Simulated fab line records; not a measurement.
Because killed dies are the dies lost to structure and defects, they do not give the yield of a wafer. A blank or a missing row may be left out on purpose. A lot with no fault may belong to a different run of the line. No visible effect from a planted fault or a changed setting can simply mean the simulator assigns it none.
Which of the tools did it? | flow gf180mcu | 13 lots with 39 wafers sampled at 5 steps, on a route of 602 steps

## WHAT THE GAUGES READ, wafer by wafer
GF_CONTACT_CD_MEAS_14 targets a cd of 220 nm.
lot  | measured     | on        | cd-nm (nm)
L826 | day 16 04:13 | cd-sem-01 | 222.7 222.6 223.6
L827 | day 16 13:29 | cd-sem-01 | 220.1 218.8 220.1
L830 | day 17 15:10 | cd-sem-01 | 221.1 221.7 220.9
L829 | day 17 19:36 | cd-sem-02 | 219.7 219.5 219.2
L831 | day 18 07:33 | cd-sem-01 | 220.1 219.9 220.8
L836 | day 20 01:37 | cd-sem-01 | 219.5 218.4 219.5
L838 | day 20 21:14 | cd-sem-02 | 220.2 221.8 221.8
L839 | day 20 23:39 | cd-sem-01 | 191.4 192.0 190.5
L841 | day 21 21:00 | cd-sem-01 | 219.4 220.5 220.6
L844 | day 22 14:43 | cd-sem-01 | 222.9 223.9 222.0
L847 | day 23 17:22 | cd-sem-01 | 219.5 220.5 220.9
L848 | day 23 23:23 | cd-sem-01 | 220.5 221.8 222.9
L849 | day 24 06:20 | cd-sem-02 | 221.0 220.1 221.2

GF_M1_THK_MEAS_06: measures by xrf.
lot  | measured     | on            | M1_ALCU_THK (nm)
L826 | day 16 05:57 | film-metro-01 | 453 454 456
L827 | day 16 15:08 | film-metro-02 | 447 450 450
L830 | day 17 20:23 | film-metro-03 | 453 444 448
L829 | day 17 21:26 | film-metro-03 | 458 454 457
L831 | day 18 09:13 | film-metro-02 | 449 449 451
L836 | day 20 03:14 | film-metro-03 | 446 443 448
L838 | day 20 22:52 | film-metro-02 | 447 444 455
L839 | day 21 01:17 | film-metro-03 | 450 447 446
L841 | day 21 22:38 | film-metro-01 | 449 450 452
L844 | day 22 16:21 | film-metro-01 | 449 451 445
L847 | day 23 18:59 | film-metro-03 | 447 448 451
L848 | day 24 01:01 | film-metro-02 | 457 466 465
L849 | day 24 07:59 | film-metro-03 | 445 448 451

GF_M2_CD_MEAS_14 targets a cd of 280 nm.
lot  | measured     | on        | cd-nm (nm)
L826 | day 19 05:54 | cd-sem-01 | 282.3 281.7 281.9
L827 | day 19 14:24 | cd-sem-02 | 283.3 282.0 281.4
L830 | day 20 23:33 | cd-sem-02 | 281.7 282.1 282.0
L829 | day 20 23:54 | cd-sem-02 | 278.7 278.6 279.0
L831 | day 21 11:56 | cd-sem-01 | 279.3 280.2 279.7
L836 | day 23 06:31 | cd-sem-01 | 281.3 281.2 281.0
L838 | day 23 22:40 | cd-sem-02 | 279.6 281.6 279.4
L839 | day 24 01:56 | cd-sem-01 | 281.8 280.7 281.3
L841 | day 24 21:34 | cd-sem-01 | 281.7 282.3 282.2
L844 | day 25 13:44 | cd-sem-02 | 281.9 281.7 281.7
L847 | day 26 14:05 | cd-sem-02 | 280.8 279.5 280.9
L848 | day 26 19:23 | cd-sem-02 | 282.2 281.3 282.3
L849 | day 27 02:30 | cd-sem-02 | 279.8 280.2 281.7

## WHICH TOOL RAN EACH LOT (tool, then ch and the chambers of the sampled wafers, then the start)
lot  | GF_CONTACT_EXPOSE_11              | GF_V1_CMP_04
L826 | krf-scanner-02 ch 0, day 15 17:32 | cmp-02 ch 2,3, day 17 04:55
L827 | krf-scanner-02 ch 0, day 16 01:58 | cmp-01 ch 0,2,3, day 17 14:36
L830 | krf-scanner-02 ch 0, day 17 04:05 | cmp-01 ch 0,2,3, day 18 20:26
L829 | krf-scanner-01 ch 0, day 17 08:43 | cmp-01 ch 1,3, day 18 21:11
L831 | krf-scanner-01 ch 0, day 17 20:40 | cmp-02 ch 0,1, day 19 09:29
L836 | krf-scanner-01 ch 0, day 19 14:22 | cmp-01 ch 0,2,3, day 21 04:56
L838 | krf-scanner-01 ch 0, day 20 08:59 | cmp-02 ch 0,2, day 21 23:56
L839 | krf-scanner-01 ch 0, day 20 11:15 | cmp-02 ch 0,1,3, day 22 02:10
L841 | krf-scanner-01 ch 0, day 21 08:47 | cmp-02 ch 0,1,2, day 22 23:10
L844 | krf-scanner-01 ch 0, day 22 03:24 | cmp-02 ch 0,1, day 23 15:39
L847 | krf-scanner-01 ch 0, day 23 06:04 | cmp-02 ch 1,2,3, day 24 17:43
L848 | krf-scanner-01 ch 0, day 23 12:35 | cmp-02 ch 0,2,3, day 24 23:39
L849 | krf-scanner-02 ch 0, day 23 19:28 | cmp-01 ch 1,2, day 25 06:27
- GF_CONTACT_EXPOSE_11: exposes mask Contact, target cd 220 nm.
- GF_V1_CMP_04: polishes SiO2.

## WHAT THE TOOLS THEMSELVES READ (means of the sampled wafers that have a number; where no wafer has one, the mark that the record gives instead)
GF_V1_CMP_04.
lot  | tool   | motor-current-A (A) | time-to-endpoint-s (s)
L826 | cmp-02 | 11.5                | 85
L827 | cmp-01 | 11.7                | 87
L830 | cmp-01 | 11.7                | 85
L829 | cmp-01 | 13.6                | 88
L831 | cmp-02 | 11.3                | 84
L836 | cmp-01 | 12.0                | 83
L838 | cmp-02 | 11.8                | 81
L839 | cmp-02 | 11.3                | 78
L841 | cmp-02 | 11.4                | 81
L844 | cmp-02 | 11.2                | 83
L847 | cmp-02 | 11.4                | 82
L848 | cmp-02 | 11.3                | 88
L849 | cmp-01 | 12.0                | 84

## THE ANSWER, worked out from the rows above alone
Rule: usual is defined by the lots themselves. The widest of any qualifying gaps counts: lots, ordered by their means at a reading, are off when they make up no more than a third of the lots, leave a main group of 4 or more, and stand apart from it by 3 or more times the standard deviation of that group's means. A main group whose means are all the same, to the digits that the tables above print for the reading, isn't used. Also off: a lot with no number at a reading for which 4 or more lots have one. Any other lot the step has rows for is counted as sound. First the gauges in route order, then the tools' own readings, where a lot's mean is used as printed above. At the first step where some lot is off, the reading lying furthest off is the one used; lots without a number count as furthest.
Off, at GF_CONTACT_CD_MEAS_14 on cd-nm: L839. Mean 220.8 nm and standard deviation 1.2 in the main group.
If a tool, at a process step before that reading, ran all the lots that are off and no sound lot after the first of them, it fits. Gauges at GF_CONTACT_CD_MEAS_14: tried the same way as those tools. Not one of the candidates tried fits.

## WHAT THE SIMULATOR HAD INSERTED
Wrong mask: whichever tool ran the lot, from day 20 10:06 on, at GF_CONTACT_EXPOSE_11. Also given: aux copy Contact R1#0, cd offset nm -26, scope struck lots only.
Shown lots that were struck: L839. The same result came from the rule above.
